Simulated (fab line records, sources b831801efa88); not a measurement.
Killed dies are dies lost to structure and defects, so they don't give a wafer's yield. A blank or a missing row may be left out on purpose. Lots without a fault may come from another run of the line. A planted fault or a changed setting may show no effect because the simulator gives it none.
A struck lot beside a sound one | flow sky130 | 36 steps out of a route of 708
Sound: wafers L604.1, L604.2, L604.3. Struck: wafers L605.2, L605.3, L605.6. The cause comes at the end.
At each step with rows: each side's tool, then ch and its chambers, then its first start. Under that, the readings that differ: sound wafers | struck wafers | difference of the means | sigmas: that difference in standard deviations of wafers without a fault.
alike: readings whose means differ by less than 2 such deviations, and words and numbers that are the same on both sides. not compared: withheld readings, readings that some wafer has no value for, bounds like >300 that may hide the same value, and numbers for which the record gives no deviation and whose values overlap.
The two part at a step that has a row with sigmas, a row that says differs or no value, or rows on one side only. Numbers that don't overlap but have no deviation are shown without sigmas and don't part them. A reading that every wafer of one side lacks parts them only if that side has two wafers or more.

first, 10 steps without rows for these wafers: SKY_NWELL_IMPLANT_12; SKY_NWELL_IMPLANT_13; SKY_NWELL_STRIP_14 (strips in O2/N2); SKY_NWELL_DEHYDRATE_16 (time 60 s); SKY_NWELL_HMDS_17 (prime time 60 s); SKY_NWELL_COAT_18 (resist thk 3000 nm); SKY_NWELL_SOFTBAKE_19; SKY_NWELL_EXPOSE_20 (exposes mask NWM COMPLEMENT, target cd 840 nm); SKY_NWELL_PEB_21; SKY_NWELL_DEVELOP_22 (develop time 60 s).
SKY_NWELL_IMPLANT_24:
  sound on implanter-03 ch 0, day 6 15:38; struck on implanter-03 ch 0, day 6 20:37
  reading                          | sound                         | struck                           | difference  | sigmas
  dose_ions_cm2                    | 9.199e+12 9.202e+12 9.205e+12 | 1.3488e+13 1.3469e+13 1.3457e+13 | +4.2693e+12 | +99 or more
  end_station_pressure_torr (Torr) | 5.8e-06 4.95e-06 5e-06        | 4.65e-06 4.69e-06 4.64e-06       | -5.90e-07   | -2
  faraday_current_uA               | 53.0 50.4 51.5                | 76.0 75.1 77.7                   | +24.6       | +22
then, 1 step without rows for these wafers: SKY_NWELL_STRIP_25 (strips in O2/N2).
SKY_NWELL_TW_MEAS_26:
  sound on film_metro-03, day 6 15:53; struck on film_metro-03, day 6 20:50
  reading    | sound       | struck      | difference | sigmas
  NWELL_2_TW | 490 487 491 | 547 549 548 | +59        | +15
then, 20 steps without rows for these wafers: SKY_NWELL_CLEAN_27 (cleans in SC1/SC2, time 150 s); SKY_NWELL_RTA_28 (time 30 s); SKY_VT_ADJUST_HVTP_DEHYDRATE_00 (time 60 s); SKY_VT_ADJUST_HVTP_HMDS_01 (prime time 58.32 s); SKY_VT_ADJUST_HVTP_COAT_02 (resist thk 1140 nm); SKY_VT_ADJUST_HVTP_SOFTBAKE_03 (time 60 s); SKY_VT_ADJUST_HVTP_EXPOSE_04 (exposes mask HVTPM, target cd 380 nm); SKY_VT_ADJUST_HVTP_PEB_05; SKY_VT_ADJUST_HVTP_DEVELOP_06 (develop time 60 s); SKY_VT_ADJUST_HVTP_IMPLANT_09; SKY_VT_ADJUST_HVTP_STRIP_10 (strips in O2/N2); SKY_VT_ADJUST_LVTN_DEHYDRATE_00 (time 60 s); SKY_VT_ADJUST_LVTN_HMDS_01 (prime time 60 s); SKY_VT_ADJUST_LVTN_COAT_02 (resist thk 3000 nm); SKY_VT_ADJUST_LVTN_SOFTBAKE_03; SKY_VT_ADJUST_LVTN_EXPOSE_04 (exposes mask NWM COMPLEMENT LESS NATIVE, target cd 840 nm); SKY_VT_ADJUST_LVTN_PEB_05; SKY_VT_ADJUST_LVTN_DEVELOP_06 (develop time 60 s); SKY_VT_ADJUST_LVTN_IMPLANT_08; SKY_VT_ADJUST_LVTN_STRIP_09 (strips in O2/N2).
-- the record jumps here: 28 days lie between the struck wafers' starts before and after (it left off in module VT_ADJUST_LVTN and takes up again in module METAL1, whose first step shown is number 451 of the route) --
SKY_METAL1_DESCUM_17: chemistry O2, time 8 s.
  sound on rie_metal-01 ch 0,1, day 34 22:11; struck on rie_metal-04 ch 1, day 34 22:50
  reading                     | sound             | struck            | difference | sigmas
  drypump_motor_current_A (A) | 5.79 5.68 5.67    | 6.30 6.29 6.30    | +0.58      | +2
  oes_product_au (a.u.)       | 1.001 1.010 1.008 | 0.978 0.984 0.981 | -0.025     | -2
  model.METAL1.cd_nm (nm)     | 143.3 142.1 141.4 | 139.8 140.2 139.7 | -2.4       |
  alike: chamber_pressure_mTorr
  not compared: rf_hours_counter_h
SKY_METAL1_METAL_ETCH_19: etches the open film in Cl2/BCl3, stops on SiO2, target depth 360 nm, time 78 s.
  sound on rie_metal-01 ch 0,1, day 34 22:17; struck on rie_metal-04 ch 1, day 34 23:03
  reading                     | sound           | struck            | difference | sigmas
  drypump_motor_current_A (A) | 5.79 5.64 5.64  | 6.32 6.32 6.31    | +0.63      | +2
  model.METAL1.cd_nm (nm)     | 138 143.8 143.7 | 135.8 134.6 133.8 | -7.1       |
  alike: chamber_pressure_mTorr, oes_product_au, throttle_valve_pct
  not compared: rf_hours_counter_h
-- the record jumps here: 13 days lie between the struck wafers' starts before and after (it left off in module METAL1 and takes up again in module PAD_OPEN, whose first step shown is number 708 of the route) --
SKY_PAD_OPEN_PROBE_99:
  sound on prober-02, day 47 13:14; struck on prober-01, day 47 14:25
  reading                                    | sound                         | struck                        | difference | sigmas
  model.etest.pfet_16v.r_on_ohm_um           | 1.512e+04 1.498e+04 1.534e+04 | 1.253e+04 1.276e+04 1.269e+04 | -2.487e+03 |
  model.etest.res_iso_pwell.rs_ohm_sq        | 3003 2922 3162                | 2155 2190 2215                | -842       |
  model.etest.res_pwell_under_gate.rs_ohm_sq | 2282 2284 2264                | 1762 1773 1773                | -507       |
  model.etest.res_iso_pwell.line_ohm_um      | 1140 1118 1189                | 801.3 816.8 818.3             | -336.9     |
  model.etest.tip_n_5v.rs_ohm_sq             | 1393 1392 1378                | 1437 1426 1418                | +39        |
  model.etest.res_iso_pwell.width_nm (nm)    | 2621 2643 2642                | 2693 2686 2706                | +60        |
  model.etest.res_nwell.width_nm (nm)        | 839 837.7 848.3               | 793.2 790.1 792.7             | -49.7      |
  alike: killed_at_M0_to_M3, killed_at_M4_up, killed_at_contacts, killed_at_front_end, killed_at_other, killed_dies, killed_open, killed_short
  not compared: model.etest.nfet_16v.r_on_ohm_um

WHERE THEY PART
First at SKY_NWELL_IMPLANT_24; last, within this record, at SKY_METAL1_METAL_ETCH_19. Later steps at which nothing parts them and some readings are alike: SKY_PAD_OPEN_PROBE_99.

WHY: what the simulator had put in
Process parameter drift: implanter-03, from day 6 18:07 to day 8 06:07, at SKY_NWELL_IMPLANT_24. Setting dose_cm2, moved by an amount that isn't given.
